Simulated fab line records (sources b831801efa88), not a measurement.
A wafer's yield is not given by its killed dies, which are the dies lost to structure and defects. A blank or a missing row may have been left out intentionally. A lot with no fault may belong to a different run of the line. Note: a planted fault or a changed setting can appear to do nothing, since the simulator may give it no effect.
Split-lot experiment ; flow gf180mcu ; 23 wafers read across 5 lots, on a route 602 steps long

== SPLIT DETAILS ==
At GF_V3_CMP_04 (polishes SiO2), the setting leave-above-ref-nm was moved away from the recipe's 632.5 nm on 10 of the 23 wafers read, by -6.2% to +2.9%. The other wafers ran this setting at the recipe's value.

== FROM THE SPLIT TO THE READING: what the file shows between them, 4 steps ==
- GF_V3_SOFTBAKE_10: time 60 s (also split here: temp-c)
- GF_V3_EXPOSE_11: exposes mask Via3, target cd 260 nm
- GF_V3_PEB_12: peb time 90 s
- GF_V3_ETCH_16: etches BARC in N2/H2

== THE READING ==
oes-product-au, in a.u., at GF_V3_ETCH_17 (etches SiO2 in C4F8/O2/Ar, stops on TiN, target depth 635 nm). A value of 0.856 a.u. with a standard deviation of 0.0046 a.u. is what fault-free wafers of this fab line usually give.

wafer;tool, chamber at the split;leave-above-ref-nm as run, nm;against the recipe;oes-product-au, a.u.;against lot-mates on the recipe
L074.1;cmp-02, 1;613;-3.1%;0.833;-0.026
L074.2;cmp-02, 3;613;-3.1%;0.837;-0.022
L074.3;cmp-02, 0;632.5;recipe;0.852;-
L074.5;cmp-02, 2;632.5;recipe;0.865;-
L074.6;cmp-02, 3;613;-3.1%;0.840;-0.019
L075.2;cmp-01, 1;632.5;recipe;0.854;-
L075.4;cmp-01, 3;632.5;recipe;0.850;-
L075.5;cmp-01, 0;632.5;recipe;0.858;-
L082.2;cmp-02, 2;632.5;recipe;0.848;-
L082.3;cmp-02, 3;632.5;recipe;0.849;-
L082.4;cmp-02, 1;596.4;-5.7%;0.830;-0.022
L082.5;cmp-02, 0;632.5;recipe;0.858;-
L082.6;cmp-02, 3;596.4;-5.7%;0.829;-0.023
L083.1;cmp-01, 2;632.5;recipe;0.852;-
L083.2;cmp-01, 3;632.5;recipe;0.858;-
L083.3;cmp-01, 0;650.7;+2.9%;0.875;+0.022
L083.4;cmp-01, 1;650.7;+2.9%;0.867;+0.014
L083.5;cmp-01, 1;632.5;recipe;0.848;-
L085.1;cmp-02, 2;593.6;-6.2%;0.818;-0.040
L085.2;cmp-02, 1;593.6;-6.2%;0.829;-0.029
L085.3;cmp-02, 0;632.5;recipe;0.854;-
L085.5;cmp-02, 0;632.5;recipe;0.862;-
L085.6;cmp-02, 3;593.6;-6.2%;0.831;-0.027

FIT RESULTS
A straight line over all 23 wafers: oes-product-au changes by +0.00481 a.u. for each +1% of leave-above-ref-nm; r = +0.94; the points scatter about the line by 0.0052 a.u.
The same after taking each lot's own level away (the mean of its wafers on the recipe; 23 wafers): +0.00517 a.u. for each +1%; r = +0.94; scatter 0.0056 a.u.
That fit puts the effect of the largest move of leave-above-ref-nm on the reading at 0.032 a.u.
From 0.8517 to 0.8585 a.u.: that is the span of the lots' own levels, equal to 1.5 times the standard deviation above.
Consequently the slope shifts little with the lot-to-lot level, the two slopes agreeing.
Check: -0.0299 a.u. against its lot-mates is what the line predicts for one of the wafers moved furthest among these (-6.2%) when that wafer is left out of the fit. It came out at -0.04 a.u. against them.

== OTHER SPLITS APPLIED TO THESE WAFERS ==
Note: prior to the reading, these wafers also went through further splits. Each is held against what the fit with the lots' levels taken away leaves over:
other split on the same wafers;wafers away from the commonest value;r with oes-product-au (lot level and that fit taken away)
GF_M1_SPUTTER_03 chamber-pressure-pa;15;+0.18
GF_M1_STRIP_17 power-w;5;+0.04
GF_V1_CVD_02 time-s;5;-0.14
GF_V1_COAT_09 resist-thk-nm;8;-0.21
GF_V2_CMP_04 leave-above-ref-nm;7;+0.19
GF_V2_ETCH_17 source-w;6;+0.23
GF_M3_SPUTTER_04 chamber-pressure-pa;15;+0.42
GF_M3_COAT_09 resist-thk-nm;10;-0.14
GF_V3_SOFTBAKE_10 temp-c;5;-0.04

== THE WHOLE CHAIN: every reading that the file lists as answering this split, in the file's order ==
step;what it does;reading;change (the file's fit);r (the file's)
GF_V3_CMP_04;polishes SiO2;SiO2_of_V3_CVD_02.thk-nm (the simulator's own value, which no gauge read);+6.56 nm for each +1% of the setting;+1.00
GF_V3_ETCH_17;etches SiO2 in C4F8/O2/Ar, stops on TiN, target depth 635 nm;oes-product-au;+0.00506 a.u. for each +1% of the setting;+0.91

== FILE'S OWN FIT ==
oes-product-au changes by +0.00506 a.u. for each +1% of leave-above-ref-nm, r = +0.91.
